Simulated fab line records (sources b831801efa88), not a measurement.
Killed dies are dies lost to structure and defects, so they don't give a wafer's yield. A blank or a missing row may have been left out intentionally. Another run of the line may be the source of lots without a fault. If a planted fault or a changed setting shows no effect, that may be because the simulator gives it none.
Which tool was responsible? / flow gf180mcu / Sampling: 14 lots, 42 wafers, 5 of 602 route steps

== WHAT THE GAUGES READ, wafer by wafer ==
GF_DNWELL_TW_MEAS_09. Usual: DNWELL_TW typically reads 1354, with standard deviation 16.
lot=L122; measured=day 2 17:05; on=film_metro-04; DNWELL_TW=1357 1354 1355; flag=
lot=L123; measured=day 3 00:59; on=film_metro-04; DNWELL_TW=1384 1380 1380; flag=
lot=L124; measured=day 3 05:13; on=film_metro-01; DNWELL_TW=1337 1335 1334; flag=
lot=L125; measured=day 3 10:28; on=film_metro-01; DNWELL_TW=1331 1336 1341; flag=
lot=L126; measured=day 3 15:49; on=film_metro-01; DNWELL_TW=1347 1343 1341; flag=
lot=L127; measured=day 3 22:31; on=film_metro-04; DNWELL_TW=1372 1369 1376; flag=
lot=L128; measured=day 4 04:13; on=film_metro-04; DNWELL_TW=1373 1362 1366; flag=
lot=L129; measured=day 4 08:14; on=film_metro-04; DNWELL_TW=1353 1353 1355; flag=
lot=L130; measured=day 4 14:00; on=film_metro-01; DNWELL_TW=1338 1343 1343; flag=
lot=L131; measured=day 4 19:19; on=film_metro-02; DNWELL_TW=1359 1363 1369; flag=
lot=L132; measured=day 5 00:10; on=film_metro-01; DNWELL_TW=1335 1335 1342; flag=
lot=L133; measured=day 5 06:17; on=film_metro-01; DNWELL_TW=1329 1304 1334; flag=
lot=L139; measured=day 6 13:15; on=film_metro-01; DNWELL_TW=1342 1352 1294; flag=
lot=L145; measured=day 7 20:12; on=film_metro-01; DNWELL_TW=1340 1335 1350; flag=

GF_POLY_GATE_THK_MEAS_17. Usual: POLY_GATE_OXIDATION_THK typically reads 4.00 nm, with standard deviation 0.07.
lot=L122; measured=day 9 05:08; on=film_metro-01; POLY_GATE_OXIDATION_THK (nm)=4.03 4.01 3.95; flag=
lot=L123; measured=day 9 12:25; on=film_metro-01; POLY_GATE_OXIDATION_THK (nm)=3.94 4.08 3.97; flag=
lot=L124; measured=day 9 21:14; on=film_metro-02; POLY_GATE_OXIDATION_THK (nm)=3.93 3.99 3.93; flag=
lot=L125; measured=day 10 03:06; on=film_metro-01; POLY_GATE_OXIDATION_THK (nm)=3.91 3.99 4.00; flag=
lot=L126; measured=day 10 10:44; on=film_metro-02; POLY_GATE_OXIDATION_THK (nm)=3.95 3.96 3.96; flag=
lot=L127; measured=day 10 18:48; on=film_metro-01; POLY_GATE_OXIDATION_THK (nm)=4.03 4.04 3.99; flag=
lot=L128; measured=day 11 03:13; on=film_metro-02; POLY_GATE_OXIDATION_THK (nm)=4.07 3.98 4.04; flag=
lot=L129; measured=day 11 07:47; on=film_metro-04; POLY_GATE_OXIDATION_THK (nm)=4.09 4.06 4.09; flag=
lot=L130; measured=day 11 17:56; on=film_metro-01; POLY_GATE_OXIDATION_THK (nm)=4.09 4.12 4.06; flag=
lot=L131; measured=day 11 23:41; on=film_metro-01; POLY_GATE_OXIDATION_THK (nm)=4.07 3.98 3.89; flag=
lot=L132; measured=day 12 06:41; on=film_metro-02; POLY_GATE_OXIDATION_THK (nm)=4.00 4.05 3.94; flag=
lot=L133; measured=day 12 13:52; on=film_metro-01; POLY_GATE_OXIDATION_THK (nm)=4.05 3.99 4.08; flag=
lot=L139; measured=day 14 10:35; on=film_metro-04; POLY_GATE_OXIDATION_THK (nm)=3.86 3.90 3.95; flag=
lot=L145; measured=day 16 05:26; on=film_metro-01; POLY_GATE_OXIDATION_THK (nm)=3.99 3.91 4.07; flag=

GF_HV_LDD_OVL_MEAS_32. Usual: HV_LDD_02_OVL typically reads 0.0 nm, with standard deviation 1.5.
lot=L122; measured=day 11 11:46; on=overlay-02; HV_LDD_02_OVL (nm)=1.1 1.0 0.7; flag=
lot=L123; measured=day 11 20:41; on=overlay-01; HV_LDD_02_OVL (nm)=-1.0 -3.2 0.5; flag=
lot=L124; measured=day 12 05:50; on=overlay-01; HV_LDD_02_OVL (nm)=0.2 -1.1 -1.9; flag=
lot=L125; measured=day 12 10:31; on=overlay-01; HV_LDD_02_OVL (nm)=-1.1 -1.1 0.0; flag=
lot=L126; measured=day 12 20:01; on=overlay-02; HV_LDD_02_OVL (nm)=-0.7 0.1 -1.0; flag=
lot=L127; measured=day 13 05:08; on=overlay-01; HV_LDD_02_OVL (nm)=0.9 2.9 2.0; flag=
lot=L128; measured=day 13 13:56; on=overlay-01; HV_LDD_02_OVL (nm)=0.8 0.7 0.5; flag=
lot=L129; measured=day 13 17:15; on=overlay-01; HV_LDD_02_OVL (nm)=4.2 2.5 2.1; flag=
lot=L130; measured=day 14 03:26; on=overlay-02; HV_LDD_02_OVL (nm)=-0.4 -1.8 -0.2; flag=
lot=L131; measured=day 14 12:53; on=overlay-01; HV_LDD_02_OVL (nm)=0.7 -1.6 -1.7; flag=
lot=L132; measured=day 14 18:38; on=overlay-01; HV_LDD_02_OVL (nm)=0.0 -0.7 0.9; flag=
lot=L133; measured=day 15 01:08; on=overlay-01; HV_LDD_02_OVL (nm)=-2.5 -2.6 -2.1; flag=
lot=L139; measured=day 17 04:23; on=overlay-02; HV_LDD_02_OVL (nm)=0.0 -0.4 -1.9; flag=
lot=L145; measured=day 19 04:02; on=overlay-01; HV_LDD_02_OVL (nm)=-1.2 0.1 -0.8; flag=

== WHICH TOOL RAN EACH LOT (tool, then ch and the chambers of the sampled wafers, then the start) ==
lot=L122; GF_DNWELL_IMPLANT_07=implanter-03 ch 0, day 2 16:50; GF_VT_IMPLANT_STRIP_09=plasma_asher-04 ch 0,1, day 5 14:08
lot=L123; GF_DNWELL_IMPLANT_07=implanter-03 ch 0, day 3 00:46; GF_VT_IMPLANT_STRIP_09=plasma_asher-04 ch 0,1, day 5 21:03
lot=L124; GF_DNWELL_IMPLANT_07=implanter-01 ch 0, day 3 04:58; GF_VT_IMPLANT_STRIP_09=plasma_asher-02 ch 0, day 6 03:59
lot=L125; GF_DNWELL_IMPLANT_07=implanter-02 ch 0, day 3 10:13; GF_VT_IMPLANT_STRIP_09=plasma_asher-02 ch 0,1, day 6 08:52
lot=L126; GF_DNWELL_IMPLANT_07=implanter-02 ch 0, day 3 15:34; GF_VT_IMPLANT_STRIP_09=plasma_asher-02 ch 0,1, day 6 14:40
lot=L127; GF_DNWELL_IMPLANT_07=implanter-01 ch 0, day 3 22:16; GF_VT_IMPLANT_STRIP_09=plasma_asher-03 ch 0,1, day 6 23:28
lot=L128; GF_DNWELL_IMPLANT_07=implanter-02 ch 0, day 4 03:58; GF_VT_IMPLANT_STRIP_09=plasma_asher-03 ch 1, day 7 05:25
lot=L129; GF_DNWELL_IMPLANT_07=implanter-01 ch 0, day 4 08:01; GF_VT_IMPLANT_STRIP_09=plasma_asher-03 ch 0,1, day 7 08:55
lot=L130; GF_DNWELL_IMPLANT_07=implanter-02 ch 0, day 4 13:45; GF_VT_IMPLANT_STRIP_09=plasma_asher-03 ch 0,1, day 7 16:31
lot=L131; GF_DNWELL_IMPLANT_07=implanter-01 ch 0, day 4 19:04; GF_VT_IMPLANT_STRIP_09=plasma_asher-02 ch 0,1, day 7 23:25
lot=L132; GF_DNWELL_IMPLANT_07=implanter-02 ch 0, day 4 23:55; GF_VT_IMPLANT_STRIP_09=plasma_asher-04 ch 0,1, day 8 04:13
lot=L133; GF_DNWELL_IMPLANT_07=implanter-02 ch 0, day 5 06:03; GF_VT_IMPLANT_STRIP_09=plasma_asher-02 ch 0,1, day 8 11:19
lot=L139; GF_DNWELL_IMPLANT_07=implanter-02 ch 0, day 6 13:02; GF_VT_IMPLANT_STRIP_09=plasma_asher-04 ch 0,1, day 9 22:27
lot=L145; GF_DNWELL_IMPLANT_07=implanter-01 ch 0, day 7 19:58; GF_VT_IMPLANT_STRIP_09=plasma_asher-04 ch 1, day 11 13:28
- GF_DNWELL_IMPLANT_07
- GF_VT_IMPLANT_STRIP_09: strips in O2/N2.

== AS READ BY THE TOOLS THEMSELVES (means over the sampled wafers that have a number; for cases with no such wafer, the mark the record gives instead) ==
GF_VT_IMPLANT_STRIP_09. Usual: drypump_motor_current_A 6.0 A, standard deviation 0.44; heater_power_w 318 W, standard deviation 47; oes_product_au 0.716 a.u., standard deviation 0.0044; strip_time_to_endpoint_s 12.652 s, standard deviation 0.029.
lot=L122; tool=plasma_asher-04; drypump_motor_current_A (A)=6.1; heater_power_w (W)=297; oes_product_au (a.u.)=0.716; strip_time_to_endpoint_s (s)=12.632; flag=
lot=L123; tool=plasma_asher-04; drypump_motor_current_A (A)=5.8; heater_power_w (W)=290; oes_product_au (a.u.)=0.718; strip_time_to_endpoint_s (s)=12.656; flag=
lot=L124; tool=plasma_asher-02; drypump_motor_current_A (A)=6.3; heater_power_w (W)=313; oes_product_au (a.u.)=0.714; strip_time_to_endpoint_s (s)=12.667; flag=
lot=L125; tool=plasma_asher-02; drypump_motor_current_A (A)=6.0; heater_power_w (W)=306; oes_product_au (a.u.)=0.719; strip_time_to_endpoint_s (s)=12.642; flag=
lot=L126; tool=plasma_asher-02; drypump_motor_current_A (A)=6.0; heater_power_w (W)=307; oes_product_au (a.u.)=0.713; strip_time_to_endpoint_s (s)=12.646; flag=
lot=L127; tool=plasma_asher-03; drypump_motor_current_A (A)=6.3; heater_power_w (W)=368; oes_product_au (a.u.)=0.715; strip_time_to_endpoint_s (s)=12.630; flag=
lot=L128; tool=plasma_asher-03; drypump_motor_current_A (A)=6.5; heater_power_w (W)=328; oes_product_au (a.u.)=0.721; strip_time_to_endpoint_s (s)=12.592; flag=
lot=L129; tool=plasma_asher-03; drypump_motor_current_A (A)=6.3; heater_power_w (W)=366; oes_product_au (a.u.)=0.717; strip_time_to_endpoint_s (s)=12.644; flag=
lot=L130; tool=plasma_asher-03; drypump_motor_current_A (A)=6.2; heater_power_w (W)=407; oes_product_au (a.u.)=0.717; strip_time_to_endpoint_s (s)=12.689; flag=
lot=L131; tool=plasma_asher-02; drypump_motor_current_A (A)=5.7; heater_power_w (W)=302; oes_product_au (a.u.)=0.718; strip_time_to_endpoint_s (s)=12.661; flag=
lot=L132; tool=plasma_asher-04; drypump_motor_current_A (A)=6.2; heater_power_w (W)=295; oes_product_au (a.u.)=0.715; strip_time_to_endpoint_s (s)=12.660; flag=
lot=L133; tool=plasma_asher-02; drypump_motor_current_A (A)=5.8; heater_power_w (W)=302; oes_product_au (a.u.)=0.711; strip_time_to_endpoint_s (s)=12.651; flag=
lot=L139; tool=plasma_asher-04; drypump_motor_current_A (A)=6.1; heater_power_w (W)=297; oes_product_au (a.u.)=0.719; strip_time_to_endpoint_s (s)=12.643; flag=
lot=L145; tool=plasma_asher-04; drypump_motor_current_A (A)=5.4; heater_power_w (W)=285; oes_product_au (a.u.)=0.716; strip_time_to_endpoint_s (s)=12.642; flag=

== THE ANSWER, worked out from the rows above alone ==
Rule: lot off if the mean of its wafers having a number is beyond 3 standard deviations from the usual mean. A lot without any number at a reading at which 4 lots or more have one is off too. The other lots that the step has rows for count as sound. The gauges are gone through in route order, then the tools' own readings, and for those a lot's mean is taken as printed above. The first step at which some lot is off is used, and at that step the reading that is off furthest; a lot without a number counts as furthest.
None of the lots is off at any reading shown; this tells nothing.

== WHAT THE SIMULATOR HAD INSERTED ==
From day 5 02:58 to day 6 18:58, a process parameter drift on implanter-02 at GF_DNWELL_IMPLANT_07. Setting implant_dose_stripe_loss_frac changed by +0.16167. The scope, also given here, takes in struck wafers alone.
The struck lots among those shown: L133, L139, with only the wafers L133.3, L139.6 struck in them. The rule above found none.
